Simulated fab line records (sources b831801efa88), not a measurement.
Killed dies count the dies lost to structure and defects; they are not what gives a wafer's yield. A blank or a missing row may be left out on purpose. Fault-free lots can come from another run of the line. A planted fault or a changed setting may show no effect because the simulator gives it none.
Which of the tools did it? + flow sfq_line + route of 325 steps, sampled at 1 step: 7 lots, 21 wafers

== WHAT THE GAUGES SHOWED, per wafer ==
SFQ_L0_THK_MEAS_902: measures by xrf.
| lot  | measured    | on            | L0_MONX_KI_THK (nm) |
|------|-------------|---------------|---------------------|
| L908 | day 1 22:42 | film_metro-03 | 39.5 38.8 39.2      |
| L910 | day 2 08:41 | film_metro-01 | 38.9 39.8 39.5      |
| L912 | day 2 18:41 | film_metro-04 | 39.5 39.3 38.9      |
| L916 | day 3 14:41 | film_metro-04 | 40.2 40.9 40.4      |
| L922 | day 4 20:43 | film_metro-03 | 39.3 39.6 39.1      |
| L926 | day 5 16:41 | film_metro-04 | 40.1 40.2 40.0      |
| L929 | day 6 07:43 | film_metro-01 | 39.8 40.4 39.8      |

== WHAT TOOL EACH LOT RAN ON (gives the tool, then ch and the chambers of the sampled wafers, and finally the start) ==
Before these readings, the record contains no process step.

== THE ANSWER, worked out from the rows above alone ==
Rule: the usual values come from the lots themselves. The widest of any qualifying gaps counts: lots, ordered by their means at a reading, are off when they make up no more than a third of the lots, leave a main group of 4 or more, and stand apart from it by 3 or more times the standard deviation of that group's means. If all means in a main group match to the digits the tables above print for the reading, that group is not used. Also off: a lot with no number at a reading for which 4 or more lots have one. Where the step has rows for the other lots, those lots are counted as sound.
None of the lots is off at any reading shown; this tells nothing.

== WHAT THE SIMULATOR PUT IN ==
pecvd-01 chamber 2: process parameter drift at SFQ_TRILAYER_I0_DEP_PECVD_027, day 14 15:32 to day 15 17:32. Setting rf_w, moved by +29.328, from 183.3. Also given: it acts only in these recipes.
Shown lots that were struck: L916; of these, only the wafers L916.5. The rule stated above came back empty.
